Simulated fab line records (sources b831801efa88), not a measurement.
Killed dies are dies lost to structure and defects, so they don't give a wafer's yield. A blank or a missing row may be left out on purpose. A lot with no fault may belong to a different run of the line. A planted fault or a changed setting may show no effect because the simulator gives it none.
fab line records -- flow gf180mcu -- part 1 of 2: steps 1 to 28 of 37
record lots=5, wafers=15, last_day=33
route steps=602 shown M4@472 V4@476 MIM@503
lots that met no fault: taken from a fault-free run of the same line
start_h: start of the lot's first displayed wafer, in hours after the record's first day -- wait_h: hours since the lot's step before -- " as in the row above -- L1.1+2: one row covering several wafers at once -- - either no value or no given start -- * or withheld: withheld -- < > ~ a bound
route shown NAME@n: NAME is a module with steps in the file, n the number in the route of the first one -- usual: mean and standard deviation over wafers with no fault -- same: alike in all rows -- chamber/n: place in a boat -- sites: each site's reading -- _std_site: their standard deviation -- _edge_site: mean of outer sites minus mean of inner sites -- radius_mm: how far each site lies from the wafer's centre -- mask NAME#n: copy n -- behind: the most recent tool/chamber to have shaped the wafer -- hold: reason for holding the lot/hours on hold/outcome of the hold -- device: which transistor (n, p or np) failed to switch -- end of line: the same wafers' tests at the end of the route -- step lacking rows: just its recipe -- killed: at the first sort, the dies lost to defects and structure; wafer yield is something else -- map: a wafer's dies, marking killed ones x, the rest . and places with no die _
set.NAME: the setting that was run; set.NAME@STEP: the one run at that earlier step -- model.NAME: the simulator's own value behind a step, which no gauge read
certain route steps with their lots: each step a table, each wafer a row
services: the hour from which a tool's chamber was out of use, counted from the record's first day as start_h (under 0 if before that day), plus the number of hours and why
## steps
# step GF_M4_METAL_ETCH_16
# recipe chemistry=Cl2/BCl3, mask_material=KrF, target_depth_nm=627.5, stop_on=SiO2, pressure_mtorr=8, icp_w=800, bias_w=140, Cl2_flow_sccm=80, bcl3_flow_sccm=40, time_s=104.6
# usual drypump_motor_current_A=6.00/0.28, oes_product_au=0.972/0.0058, throttle_valve_pct=28.249/0.011
lot.wafer,tool,chamber,start_h,wait_h,drypump_motor_current_A,oes_product_au,rf_hours_counter_h,throttle_valve_pct
L078.2,rie_metal-01,0,568.54,0.0,6.08,0.969,3,28.253
L078.3,rie_metal-01,1,568.54,0.0,5.83,0.966,-,28.249
L078.6,rie_metal-01,1,568.54,0.0,5.84,0.965,-,28.245
L084.2,rie_metal-03,0,622.17,0.0,5.44,0.973,0,28.237
L084.4,rie_metal-03,1,622.17,0.0,5.88,0.982,-,28.252
L084.6,rie_metal-03,0,622.17,0.0,5.45,0.982,-,28.230
L091.1,rie_metal-01,1,673.20,0.0,5.84,0.969,10,28.247
L091.2,rie_metal-01,0,673.20,0.0,6.07,0.963,7,28.252
L091.4,rie_metal-01,1,673.20,0.0,5.84,0.977,-,28.251
L093.2,rie_metal-03,0,687.15,0.0,5.43,0.977,2,28.245
L093.3,rie_metal-03,1,687.15,0.0,5.88,0.969,-,28.247
L093.6,rie_metal-03,1,687.15,0.0,5.89,0.976,-,28.257
L094.3,rie_metal-01,0,691.08,0.1,6.07,0.976,-,28.233
L094.4,rie_metal-01,1,691.08,0.1,5.86,0.963,-,28.237
L094.5,rie_metal-01,0,691.08,0.1,6.07,0.975,-,28.236
# step GF_M4_STRIP_17
# recipe chemistry=O2/N2, power_w=1400, pressure_mtorr=1500, platen_temp_c=250, o2_flow_sccm=3000, n2_flow_sccm=300, overash_fraction=0.5
# usual drypump_motor_current_A=5.7/0.56, heater_power_w=332/37, oes_product_au=0.558/0.005, strip_time_to_endpoint_s=7.87/0.041
lot.wafer,tool,chamber,start_h,wait_h,drypump_motor_current_A,heater_power_w,oes_product_au,rf_hours_counter_h,strip_time_to_endpoint_s
L078.2,plasma_asher-03,0,568.66,0.1,6.5,398,0.563,42,7.92
L078.3,plasma_asher-03,1,568.66,0.1,6.1,298,0.547,-,7.90
L078.6,plasma_asher-03,0,568.66,0.1,6.4,399,0.562,-,7.92
L084.2,plasma_asher-04,0,622.32,0.1,5.0,350,0.564,21,7.81
L084.4,plasma_asher-04,1,622.32,0.1,5.3,311,0.560,-,7.83
L084.6,plasma_asher-04,0,622.32,0.1,5.0,346,0.570,-,7.83
L091.1,plasma_asher-02,1,673.31,0.1,5.9,329,0.568,106,7.85
L091.2,plasma_asher-02,0,673.31,0.1,6.3,308,0.562,106,7.90
L091.4,plasma_asher-02,0,673.31,0.1,6.3,293,0.559,-,7.85
L093.2,plasma_asher-03,1,687.26,0.1,6.0,299,0.562,55,7.84
L093.3,plasma_asher-03,1,687.26,0.1,6.0,300,0.558,-,7.90
L093.6,plasma_asher-03,0,687.26,0.1,6.4,399,0.553,-,7.87
L094.3,plasma_asher-03,1,691.19,0.1,6.1,304,0.559,-,7.79
L094.4,plasma_asher-03,0,691.19,0.1,6.4,404,0.559,-,7.83
L094.5,plasma_asher-03,0,691.19,0.1,6.4,393,0.548,-,7.79
# step GF_M4_STRIP_18
# recipe chemistry=post_etch_residue_remover, time_s=1200, temp_c=72.5
lot.wafer,tool,chamber,start_h,wait_h
L078.2+3+6,wet_bench-01,2,568.76,0.1
L084.2+4+6,wet_bench-03,2,622.42,0.1
L091.1+2+4,wet_bench-03,0,673.41,0.1
L093.2+3+6,wet_bench-03,0,687.36,0.1
L094.3+4+5,wet_bench-01,2,691.26,0.0
# step GF_M4_CLEAN_19
# recipe chemistry=DIW, dry=n2_spin
lot.wafer,tool,chamber,start_h,wait_h
L078.2+3+6,wet_bench-04,1,569.10,0.0
L084.2+4+6,wet_bench-04,1,622.76,0.0
L091.1+2+4,wet_bench-01,3,673.75,0.0
L093.2+3+6,wet_bench-03,2,687.70,0.0
L094.3+4+5,wet_bench-01,2,691.94,0.0
# step GF_V4_CVD_00
# recipe material=SiO2, target_thk_nm=600, sigma_open_frac=0.3, temp_c=400, time_s=100, sih4_flow_sccm=60, pressure_mtorr=6
# usual sih4_flow_sccm=59.96/0.18
lot.wafer,tool,chamber,start_h,wait_h,sih4_flow_sccm
L078.2,hdpcvd-01,2,569.19,0.0,59.90
L078.3,hdpcvd-01,1,569.19,0.0,59.98
L078.6,hdpcvd-01,0,569.19,0.0,60.14
L084.2,hdpcvd-02,0,622.86,0.0,59.90
L084.4,hdpcvd-02,0,622.86,0.0,60.01
L084.6,hdpcvd-02,2,622.86,0.0,60.22
L091.1,hdpcvd-02,2,673.94,0.0,59.80
L091.2,hdpcvd-02,1,673.94,0.0,60.16
L091.4,hdpcvd-02,2,673.94,0.0,59.98
L093.2,hdpcvd-02,0,687.79,0.0,59.96
L093.3,hdpcvd-02,1,687.79,0.0,60.23
L093.6,hdpcvd-02,0,687.79,0.0,60.29
L094.3,hdpcvd-01,2,692.12,0.0,59.61
L094.4,hdpcvd-01,2,692.12,0.0,59.63
L094.5,hdpcvd-01,0,692.12,0.0,59.96
# step GF_V4_THK_MEAS_01
# recipe reads=SiO2_of_V4_CVD_00
# usual V4_CVD_00_THK=602/5.9
lot.wafer,tool,chamber,start_h,wait_h,V4_CVD_00_THK[nm]
L078.2,film_metro-04,-,569.30,0.1,595
L078.3,film_metro-04,-,569.30,0.1,606
L078.6,film_metro-04,-,569.30,0.1,602
L084.2,film_metro-01,-,622.94,0.0,607
L084.4,film_metro-01,-,622.94,0.0,602
L084.6,film_metro-01,-,622.94,0.0,597
L091.1,film_metro-04,-,674.01,0.0,596
L091.2,film_metro-04,-,674.01,0.0,594
L091.4,film_metro-04,-,674.01,0.0,597
L093.2,film_metro-01,-,687.88,0.0,602
L093.3,film_metro-01,-,687.88,0.0,612
L093.6,film_metro-01,-,687.88,0.0,603
L094.3,film_metro-02,-,692.21,0.1,607
L094.4,film_metro-02,-,692.21,0.1,601
L094.5,film_metro-02,-,692.21,0.1,611
# step GF_V4_CVD_02
# recipe material=SiO2, target_thk_nm=850, precursor=TEOS, temp_c=400, time_s=94.851, rf_w=600
# usual heater_power_w=671/100
lot.wafer,tool,chamber,start_h,wait_h,heater_power_w
L078.2,pecvd-02,2,569.35,0.0,779
L078.3,pecvd-02,1,569.35,0.0,605
L078.6,pecvd-02,1,569.35,0.0,620
L084.2,pecvd-01,0,622.99,0.0,556
L084.4,pecvd-01,0,622.99,0.0,626
L084.6,pecvd-01,1,622.99,0.0,690
L091.1,pecvd-03,0,674.07,0.1,897
L091.2,pecvd-03,2,674.07,0.1,743
L091.4,pecvd-03,0,674.07,0.1,696
L093.2,pecvd-01,1,687.93,0.0,639
L093.3,pecvd-01,2,687.93,0.0,694
L093.6,pecvd-01,2,687.93,0.0,723
L094.3,pecvd-02,2,692.25,0.0,782
L094.4,pecvd-02,2,692.25,0.0,629
L094.5,pecvd-02,1,692.25,0.0,601
# step GF_V4_THK_MEAS_03
# recipe reads=SiO2_of_V4_CVD_02
# usual V4_CVD_02_THK=852/13
lot.wafer,tool,chamber,start_h,wait_h,V4_CVD_02_THK[nm]
L078.2,film_metro-04,-,569.46,0.1,827
L078.3,film_metro-04,-,569.46,0.1,839
L078.6,film_metro-04,-,569.46,0.1,850
L084.2,film_metro-02,-,623.10,0.1,852
L084.4,film_metro-02,-,623.10,0.1,865
L084.6,film_metro-02,-,623.10,0.1,859
L091.1,film_metro-02,-,674.14,0.0,846
L091.2,film_metro-02,-,674.14,0.0,850
L091.4,film_metro-02,-,674.14,0.0,873
L093.2,film_metro-04,-,688.06,0.1,837
L093.3,film_metro-04,-,688.06,0.1,853
L093.6,film_metro-04,-,688.06,0.1,861
L094.3,film_metro-02,-,692.34,0.1,829
L094.4,film_metro-02,-,692.34,0.1,852
L094.5,film_metro-02,-,692.34,0.1,843
# step GF_V4_CMP_04
# recipe material=SiO2, down_force_psi=4, platen_rpm=60, pad_velocity_m_s=0.94248
# usual head_pressure_psi=4.001/0.0092, motor_current_A=12.8/0.96, retaining_ring_pressure_frac=1.000/0.0049, slurry_flow_ml_min=150.0/0.43, time_to_endpoint_s=83/5.9
lot.wafer,tool,chamber,start_h,wait_h,head_pressure_psi,motor_current_A,retaining_ring_pressure_frac,slurry_flow_ml_min,time_to_endpoint_s
L078.2,cmp-01,3,569.56,0.1,4.014,14.1,1.007,149.6,74
L078.3,cmp-01,1,569.56,0.1,4.010,12.4,1.007,150.3,76
L078.6,cmp-01,2,569.56,0.1,4.006,11.5,0.996,149.8,82
L084.4,cmp-01,0,623.25,0.1,3.997,12.1,1.006,150.6,89
L084.2,cmp-01,1,623.25,0.1,3.992,11.4,1.000,150.2,79
L084.6,cmp-01,2,623.25,0.1,3.985,12.2,1.004,150.0,82
L091.2,cmp-02,0,674.20,0.0,4.018,13.2,1.002,150.1,82
L091.4,cmp-02,1,674.20,0.0,3.993,12.3,0.999,150.1,84
L091.1,cmp-02,2,674.20,0.0,4.018,13.4,0.994,149.7,82
L093.3,cmp-01,2,688.21,0.1,4.002,11.5,1.006,150.1,81
L093.2,cmp-01,3,688.21,0.1,4.000,15.0,0.992,149.9,72
L093.6,cmp-01,1,688.21,0.1,3.999,12.5,1.007,150.0,79
L094.3,cmp-01,1,692.38,0.0,3.991,11.9,1.008,150.2,74
L094.4,cmp-01,0,692.38,0.0,3.994,12.4,0.989,150.0,93
L094.5,cmp-01,1,692.38,0.0,4.013,12.4,1.004,150.2,82
# step GF_V4_BOW_MEAS_05
# recipe mode=bow
# usual V4_BOW=130/8.5
lot.wafer,tool,chamber,start_h,wait_h,V4_BOW[um]
L078.2,film_metro-02,-,569.83,0.2,118
L078.3,film_metro-02,-,569.83,0.2,129
L078.6,film_metro-02,-,569.83,0.2,127
L084.2,film_metro-01,-,623.47,0.1,140
L084.4,film_metro-01,-,623.47,0.1,136
L084.6,film_metro-01,-,623.47,0.1,128
L091.1,film_metro-04,-,674.50,0.1,140
L091.2,film_metro-04,-,674.50,0.1,138
L091.4,film_metro-04,-,674.50,0.1,122
L093.2,film_metro-01,-,688.43,0.1,125
L093.3,film_metro-01,-,688.43,0.1,132
L093.6,film_metro-01,-,688.43,0.1,127
L094.3,film_metro-04,-,692.72,0.3,123
L094.4,film_metro-04,-,692.72,0.3,119
L094.5,film_metro-04,-,692.72,0.3,117
# step GF_V4_DEHYDRATE_06
# recipe temp_c=200, time_s=60
lot.wafer,tool,chamber,start_h,wait_h
L078.2+3+6,litho_track-01,0,579.92,10.1
L084.2+4+6,litho_track-03,0,633.11,9.6
L091.1+2+4,litho_track-04,0,683.38,8.9
L093.2+3+6,litho_track-04,0,697.25,8.8
L094.3+4+5,litho_track-03,0,701.19,8.4
# step GF_V4_HMDS_07
# recipe prime_time_s=60, prime_temp_c=120
# same prime_time_s=60
lot.wafer,tool,chamber,start_h,wait_h
L078.2+3+6,litho_track-01,0,580.07,0.1
L084.2+4+6,litho_track-03,0,633.26,0.1
L091.1+2+4,litho_track-04,0,683.53,0.1
L093.2+3+6,litho_track-04,0,697.40,0.1
L094.3+4+5,litho_track-03,0,701.34,0.1
# step GF_V4_COAT_08
# recipe resist=BARC, temp_c=withheld, time_s=withheld, spin_rpm=withheld, resist_thk_nm=withheld
# usual dispense_pressure_kPa=51.9/2.2
lot.wafer,tool,chamber,start_h,wait_h,dispense_pressure_kPa
L078.2,litho_track-01,0,580.22,0.1,50.5
L078.3,litho_track-01,0,580.22,0.1,50.5
L078.6,litho_track-01,0,580.22,0.1,50.5
L084.2,litho_track-03,0,633.41,0.1,49.9
L084.4,litho_track-03,0,633.41,0.1,49.9
L084.6,litho_track-03,0,633.41,0.1,50.0
L091.1,litho_track-04,0,683.68,0.1,55.0
L091.2,litho_track-04,0,683.68,0.1,55.0
L091.4,litho_track-04,0,683.68,0.1,55.0
L093.2,litho_track-04,0,697.55,0.1,55.1
L093.3,litho_track-04,0,697.55,0.1,55.0
L093.6,litho_track-04,0,697.55,0.1,55.1
L094.3,litho_track-03,0,701.49,0.1,49.9
L094.4,litho_track-03,0,701.49,0.1,49.9
L094.5,litho_track-03,0,701.49,0.1,49.9
# step GF_V4_COAT_09
# recipe resist=KrF, spin_rpm=withheld, resist_thk_nm=1000
# usual dispense_pressure_kPa=51.9/2.2
lot.wafer,tool,chamber,start_h,wait_h,dispense_pressure_kPa
L078.2,litho_track-01,0,-,-,50.6
L078.3,litho_track-01,0,-,-,50.5
L078.6,litho_track-01,0,-,-,50.6
L084.2,litho_track-03,0,-,-,49.9
L084.4,litho_track-03,0,-,-,49.9
L084.6,litho_track-03,0,-,-,49.9
L091.1,litho_track-04,0,-,-,55.0
L091.2,litho_track-04,0,-,-,55.0
L091.4,litho_track-04,0,-,-,55.0
L093.2,litho_track-04,0,-,-,55.0
L093.3,litho_track-04,0,-,-,55.1
L093.6,litho_track-04,0,-,-,55.0
L094.3,litho_track-03,0,-,-,49.9
L094.4,litho_track-03,0,-,-,49.9
L094.5,litho_track-03,0,-,-,49.9
# step GF_V4_SOFTBAKE_10
# recipe temp_c=130, time_s=60, resist=KrF
lot.wafer,tool,chamber,start_h,wait_h
L078.2+3+6,litho_track-01,0,-,-
L084.2+4+6,litho_track-03,0,-,-
L091.1+2+4,litho_track-04,0,-,-
L093.2+3+6,litho_track-04,0,-,-
L094.3+4+5,litho_track-03,0,-,-
# step GF_V4_EXPOSE_11
# recipe mask_id=Via4, target_cd_nm=260, na=0.68, source_shape=conventional, sigma_outer=0.6, dose_mj=38
# same sigma_outer=0.6
lot.wafer,tool,chamber,start_h,wait_h,mask
L078.2+3+6,krf_scanner-01,0,-,-,Via4#0
L084.2+4+6,krf_scanner-02,0,-,-,Via4#0
L091.1+2+4,krf_scanner-01,0,-,-,Via4#0
L093.2+3+6,krf_scanner-02,0,-,-,Via4#0
L094.3+4+5,krf_scanner-01,0,-,-,Via4#0
# step GF_V4_PEB_12
# recipe peb_temp_c=135, peb_time_s=90, resist=KrF
lot.wafer,tool,chamber,start_h,wait_h
L078.2+3+6,litho_track-04,0,-,-
L084.2+4+6,litho_track-03,0,-,-
L091.1+2+4,litho_track-01,0,-,-
L093.2+3+6,litho_track-03,0,-,-
L094.3+4+5,litho_track-03,0,-,-
# step GF_V4_DEVELOP_13
# recipe develop_time_s=60, resist=KrF, dev_temp_c=21
lot.wafer,tool,chamber,start_h,wait_h
L078.2+3+6,litho_track-04,0,591.10,0.2
L084.2+4+6,litho_track-03,0,643.46,0.2
L091.1+2+4,litho_track-01,0,692.80,0.2
L093.2+3+6,litho_track-03,0,706.71,0.2
L094.3+4+5,litho_track-03,0,710.74,0.1
# step GF_V4_CD_MEAS_14
# recipe target_cd_nm=260
# usual cd_nm=259.8/1.3
lot.wafer,tool,chamber,start_h,wait_h,cd_nm
L078.2,cd_sem-02,-,591.25,0.1,259.7
L078.3,cd_sem-02,-,591.25,0.1,260.5
L078.6,cd_sem-02,-,591.25,0.1,258.8
L084.2,cd_sem-01,-,643.61,0.1,258.9
L084.4,cd_sem-01,-,643.61,0.1,259.3
L084.6,cd_sem-01,-,643.61,0.1,259.5
L091.1,cd_sem-02,-,692.95,0.1,261.2
L091.2,cd_sem-02,-,692.95,0.1,261.6
L091.4,cd_sem-02,-,692.95,0.1,262.5
L093.2,cd_sem-02,-,706.86,0.1,259.7
L093.3,cd_sem-02,-,706.86,0.1,260.3
L093.6,cd_sem-02,-,706.86,0.1,261.6
L094.3,cd_sem-01,-,710.88,0.1,259.7
L094.4,cd_sem-01,-,710.88,0.1,259.7
L094.5,cd_sem-01,-,710.88,0.1,259.0
# step GF_V4_OVL_MEAS_15
# usual V4_OVL=-2/3.8
lot.wafer,tool,chamber,start_h,wait_h,V4_OVL[nm]
L078.2,overlay-02,-,591.35,0.1,-13
L078.3,overlay-02,-,591.35,0.1,-4
L078.6,overlay-02,-,591.35,0.1,-3
L084.2,overlay-02,-,643.71,0.1,-2
L084.4,overlay-02,-,643.71,0.1,0
L084.6,overlay-02,-,643.71,0.1,-4
L091.1,overlay-02,-,693.07,0.1,-1
L091.2,overlay-02,-,693.07,0.1,-1
L091.4,overlay-02,-,693.07,0.1,-4
L093.2,overlay-02,-,706.96,0.1,-1
L093.3,overlay-02,-,706.96,0.1,-2
L093.6,overlay-02,-,706.96,0.1,-1
L094.3,overlay-02,-,710.97,0.1,-1
L094.4,overlay-02,-,710.97,0.1,3
L094.5,overlay-02,-,710.97,0.1,0
# step GF_V4_ETCH_16
# recipe chemistry=N2/H2, target_depth_a=withheld, overetch_a=withheld, time_s=withheld, target=BARC, ion_energy_ev=200, source_w=500, bias_w=100, pressure_mtorr=30, n2_flow_sccm=100, h2_flow_sccm=200
# usual drypump_motor_current_A=5.5/0.38, oes_product_au=0.854/0.0046, throttle_valve_pct=13.225/0.0094
lot.wafer,tool,chamber,start_h,wait_h,drypump_motor_current_A,oes_product_au,throttle_valve_pct
L078.2,rie_diel-01,1,591.38,0.0,5.6,0.850,13.242
L078.3,rie_diel-01,0,591.38,0.0,5.0,0.855,13.234
L078.6,rie_diel-01,3,591.38,0.0,6.0,0.857,13.228
L084.2,rie_diel-02,3,643.74,0.0,5.0,0.853,13.226
L084.4,rie_diel-02,1,643.74,0.0,5.6,0.853,13.222
L084.6,rie_diel-02,3,643.74,0.0,5.0,0.849,13.233
L091.1,rie_diel-04,3,693.10,0.0,5.2,0.849,13.234
L091.2,rie_diel-04,1,693.10,0.0,6.2,0.853,13.216
L091.4,rie_diel-04,1,693.10,0.0,6.2,0.855,13.236
L093.2,rie_diel-01,0,706.99,0.0,5.0,0.853,13.238
L093.3,rie_diel-01,3,706.99,0.0,6.0,0.845,13.239
L093.6,rie_diel-01,2,706.99,0.0,5.6,0.849,13.214
L094.3,rie_diel-01,2,710.99,0.0,5.6,0.854,13.230
L094.4,rie_diel-01,1,710.99,0.0,5.6,0.857,13.227
L094.5,rie_diel-01,0,710.99,0.0,5.0,0.862,13.241
# step GF_V4_ETCH_17
# recipe chemistry=C4F8/O2/Ar, mask_material=KrF, target=SiO2, stop_on=TiN, source_w=1500, bias_w=1200, pressure_mtorr=40, c4f8_flow_sccm=withheld, O2_flow_sccm=6, Ar_flow_sccm=300, time_s=withheld, target_depth_a=6300
# usual oes_product_au=0.856/0.0046
lot.wafer,tool,chamber,start_h,wait_h,oes_product_au
L078.2,rie_diel-01,1,-,-,0.865
L078.3,rie_diel-01,0,-,-,0.842
L078.6,rie_diel-01,3,-,-,0.854
L084.2,rie_diel-02,3,-,-,0.857
L084.4,rie_diel-02,1,-,-,0.858
L084.6,rie_diel-02,3,-,-,0.850
L091.1,rie_diel-04,3,-,-,0.861
L091.2,rie_diel-04,1,-,-,0.859
L091.4,rie_diel-04,1,-,-,0.860
L093.2,rie_diel-01,0,-,-,0.856
L093.3,rie_diel-01,3,-,-,0.851
L093.6,rie_diel-01,2,-,-,0.855
L094.3,rie_diel-01,2,-,-,0.860
L094.4,rie_diel-01,1,-,-,0.861
L094.5,rie_diel-01,0,-,-,0.856
# step GF_V4_STRIP_18
# recipe chemistry=O2/N2, power_w=1400, pressure_mtorr=1500, platen_temp_c=250, o2_flow_sccm=3000, n2_flow_sccm=300, overash_fraction=0.5
# usual drypump_motor_current_A=5.8/0.53, heater_power_w=318/16, oes_product_au=0.592/0.0047
lot.wafer,tool,chamber,start_h,wait_h,drypump_motor_current_A,heater_power_w,oes_product_au,rf_hours_counter_h
L078.2,plasma_asher-02,1,591.51,-,6.0,329,0.586,98
L078.3,plasma_asher-02,1,591.51,-,6.0,325,0.590,-
L078.6,plasma_asher-02,0,591.51,-,6.3,306,0.589,-
L084.2,plasma_asher-04,0,643.87,-,4.9,349,0.590,23
L084.4,plasma_asher-04,0,643.87,-,5.0,344,0.587,-
L084.6,plasma_asher-04,0,643.87,-,5.0,353,0.596,-
L091.1,plasma_asher-01,0,693.23,-,4.7,340,0.602,84
L091.2,plasma_asher-01,1,693.23,-,5.6,313,0.592,84
L091.4,plasma_asher-01,1,693.23,-,5.6,315,0.584,-
L093.2,plasma_asher-02,1,707.12,-,5.9,332,0.593,112
L093.3,plasma_asher-02,1,707.12,-,6.0,323,0.595,-
L093.6,plasma_asher-02,1,707.12,-,6.0,318,0.600,-
L094.3,plasma_asher-02,0,711.16,-,6.3,309,0.591,-
L094.4,plasma_asher-02,1,711.16,-,6.0,333,0.594,-
L094.5,plasma_asher-02,1,711.16,-,6.0,326,0.596,-
# step GF_V4_STRIP_19
# recipe chemistry=post_etch_residue_remover, time_s=1200, temp_c=72.5
lot.wafer,tool,chamber,start_h,wait_h
L078.2+3+6,wet_bench-02,0,591.61,0.1
L084.2+4+6,wet_bench-04,0,643.97,0.1
L091.1+2+4,wet_bench-02,0,693.33,0.1
L093.2+3+6,wet_bench-03,1,707.22,0.1
L094.3+4+5,wet_bench-04,3,711.22,0.0
# step GF_V4_CLEAN_20
# recipe chemistry=DIW, dry=n2_spin
lot.wafer,tool,chamber,start_h,wait_h
L078.2+3+6,wet_bench-03,2,591.96,0.0
L084.2+4+6,wet_bench-02,2,644.38,0.0
L091.1+2+4,wet_bench-04,0,693.67,0.0
L093.2+3+6,wet_bench-04,2,707.56,0.0
L094.3+4+5,wet_bench-03,0,711.60,0.0
# step GF_V4_SPUTTER_21
# recipe material=Ti, target_thk_nm=15, chamber_pressure_pa=4.871, power_w=2500, substrate_temp_c=200, time_s=80.02
# usual throttle_valve_pct=29.9/1.1
lot.wafer,tool,chamber,start_h,wait_h,throttle_valve_pct
L078.2,pvd_sputter-03,-,592.05,0.0,29.9
L078.3,pvd_sputter-03,-,592.05,0.0,29.3
L078.6,pvd_sputter-03,-,592.05,0.0,32.1
L084.2,pvd_sputter-02,-,644.47,0.0,29.3
L084.4,pvd_sputter-02,-,644.47,0.0,30.8
L084.6,pvd_sputter-02,-,644.47,0.0,30.6
L091.1,pvd_sputter-02,-,693.77,0.0,29.6
L091.2,pvd_sputter-02,-,693.77,0.0,31.7
L091.4,pvd_sputter-02,-,693.77,0.0,31.8
L093.2,pvd_sputter-04,-,707.66,0.0,28.7
L093.3,pvd_sputter-04,-,707.66,0.0,30.6
L093.6,pvd_sputter-04,-,707.66,0.0,28.8
L094.3,pvd_sputter-04,-,711.69,0.0,28.5
L094.4,pvd_sputter-04,-,711.69,0.0,30.4
L094.5,pvd_sputter-04,-,711.69,0.0,28.6
# step GF_V4_SPUTTER_22
# recipe material=TiN, target_thk_nm=10, chamber_pressure_pa=5, power_w=4000, time_s=40
# usual throttle_valve_pct=29.9/1.1
lot.wafer,tool,chamber,start_h,wait_h,throttle_valve_pct
L078.2,pvd_sputter-03,-,592.11,0.0,30.2
L078.3,pvd_sputter-03,-,592.11,0.0,29.4
L078.6,pvd_sputter-03,-,592.11,0.0,32.1
L084.2,pvd_sputter-02,-,644.53,0.0,28.9
L084.4,pvd_sputter-02,-,644.53,0.0,31.0
L084.6,pvd_sputter-02,-,644.53,0.0,30.7
L091.1,pvd_sputter-02,-,693.83,0.0,29.3
L091.2,pvd_sputter-02,-,693.83,0.0,31.8
L091.4,pvd_sputter-02,-,693.83,0.0,31.6
L093.2,pvd_sputter-04,-,707.73,0.0,28.6
L093.3,pvd_sputter-04,-,707.73,0.0,30.3
L093.6,pvd_sputter-04,-,707.73,0.0,28.8
L094.3,pvd_sputter-04,-,711.75,0.0,28.7
L094.4,pvd_sputter-04,-,711.75,0.0,30.3
L094.5,pvd_sputter-04,-,711.75,0.0,28.8
# step GF_V4_CVD_23
# recipe material=W, target_thk_nm=350, time_s=104.9, temp_c=400, pressure_torr=40
# usual heater_power_w=788/110
lot.wafer,tool,chamber,start_h,wait_h,heater_power_w
L078.2,cvd_w-02,1,592.15,0.0,966
L078.3,cvd_w-02,0,592.15,0.0,704
L078.6,cvd_w-02,1,592.15,0.0,978
L084.2,cvd_w-01,1,644.57,0.0,735
L084.4,cvd_w-01,1,644.57,0.0,736
L084.6,cvd_w-01,0,644.57,0.0,730
L091.1,cvd_w-02,1,693.87,0.0,1004
L091.2,cvd_w-02,0,693.87,0.0,698
L091.4,cvd_w-02,1,693.87,0.0,993
L093.2,cvd_w-02,0,707.76,0.0,699
L093.3,cvd_w-02,0,707.76,0.0,705
L093.6,cvd_w-02,0,707.76,0.0,721
L094.3,cvd_w-01,1,711.82,0.1,758
L094.4,cvd_w-01,0,711.82,0.1,738
L094.5,cvd_w-01,1,711.82,0.1,722
